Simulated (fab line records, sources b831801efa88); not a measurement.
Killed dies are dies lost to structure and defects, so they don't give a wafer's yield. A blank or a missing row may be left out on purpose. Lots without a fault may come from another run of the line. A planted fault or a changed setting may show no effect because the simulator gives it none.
A struck lot beside a sound one | flow gf180mcu | 15 steps out of a route of 602
Sound: wafers L970.1, L970.4, L970.6. Struck: wafers L966.1, L966.2, L966.5. The cause comes at the end.
At each step with rows: each side's tool, then ch and its chambers, then its first start. Under that, the readings that differ: sound wafers | struck wafers | difference of the means | sigmas: that difference in standard deviations of wafers without a fault.
alike: readings whose means differ by less than 2 such deviations, and words and numbers that are the same on both sides. not compared: withheld readings, readings that some wafer has no value for, bounds like >300 that may hide the same value, and numbers for which the record gives no deviation and whose values overlap.
The two part at a step that has a row with sigmas, a row that says differs or no value, or rows on one side only. Numbers that don't overlap but have no deviation are shown without sigmas and don't part them. A reading that every wafer of one side lacks parts them only if that side has two wafers or more.

first, 5 steps without rows for these wafers: GF_V3_COAT_09 (resist thk 1000 nm); GF_V3_SOFTBAKE_10 (time 60 s); GF_V3_EXPOSE_11 (exposes mask Via3, target cd 260 nm); GF_V3_PEB_12 (peb time 90 s); GF_V3_DEVELOP_13 (develop time 60 s).
GF_V3_CD_MEAS_14: target cd 260 nm.
  sound on cd_sem-02, day 27 00:09; struck on cd_sem-02, day 25 08:36
  alike: cd_nm
GF_V3_OVL_MEAS_15:
  sound on overlay-01, day 27 00:16; struck on overlay-02, day 25 08:43
  alike: V3_OVL
GF_V3_ETCH_16: etches BARC in N2/H2.
  sound on rie_diel-03 ch 1,3, day 27 00:19; struck on rie_diel-03 ch 0,2,3, day 25 08:46
  alike: drypump_motor_current_A, n2_flow_sccm, oes_product_au, throttle_valve_pct
GF_V3_ETCH_17: etches SiO2 in C4F8/O2/Ar, stops on TiN, target depth 635 nm.
  sound on rie_diel-03 ch 1,3; struck on rie_diel-03 ch 0,2,3
  alike: oes_product_au
GF_V3_STRIP_18: strips in O2/N2.
  sound on plasma_asher-04 ch 0,1, day 27 00:26; struck on plasma_asher-03 ch 0,1, day 25 08:53
  alike: drypump_motor_current_A, heater_power_w, n2_flow_sccm, o2_flow_sccm, oes_product_au
  not compared: rf_hours_counter_h
then, 2 steps without rows for these wafers: GF_V3_STRIP_19 (strips in post etch residue remover, time 1200 s); GF_V3_CLEAN_20 (cleans in DIW).
GF_V3_SPUTTER_21: material Ti, target thk 15 nm, time 80.02 s.
  sound on pvd_sputter-01, day 27 00:58; struck on pvd_sputter-03, day 25 09:29
  reading                               | sound            | struck            | difference | sigmas
  model.Ti_of_V3_SPUTTER_21.thk_nm (nm) | 15.1 15.08 14.98 | 15.55 15.57 15.55 | +0.50      |
  alike: throttle_valve_pct
GF_V3_SPUTTER_22: material TiN, target thk 10 nm, time 40 s.
  sound on pvd_sputter-01, day 27 01:02; struck on pvd_sputter-03, day 25 09:33
  alike: throttle_valve_pct
GF_PASSIVATION_PROBE_99:
  the record has rows for the sound wafers here (prober-01, day 32 19:01) and none for the struck ones

WHERE THEY PART
Only at GF_PASSIVATION_PROBE_99, within this record.

WHY: what the simulator had put in
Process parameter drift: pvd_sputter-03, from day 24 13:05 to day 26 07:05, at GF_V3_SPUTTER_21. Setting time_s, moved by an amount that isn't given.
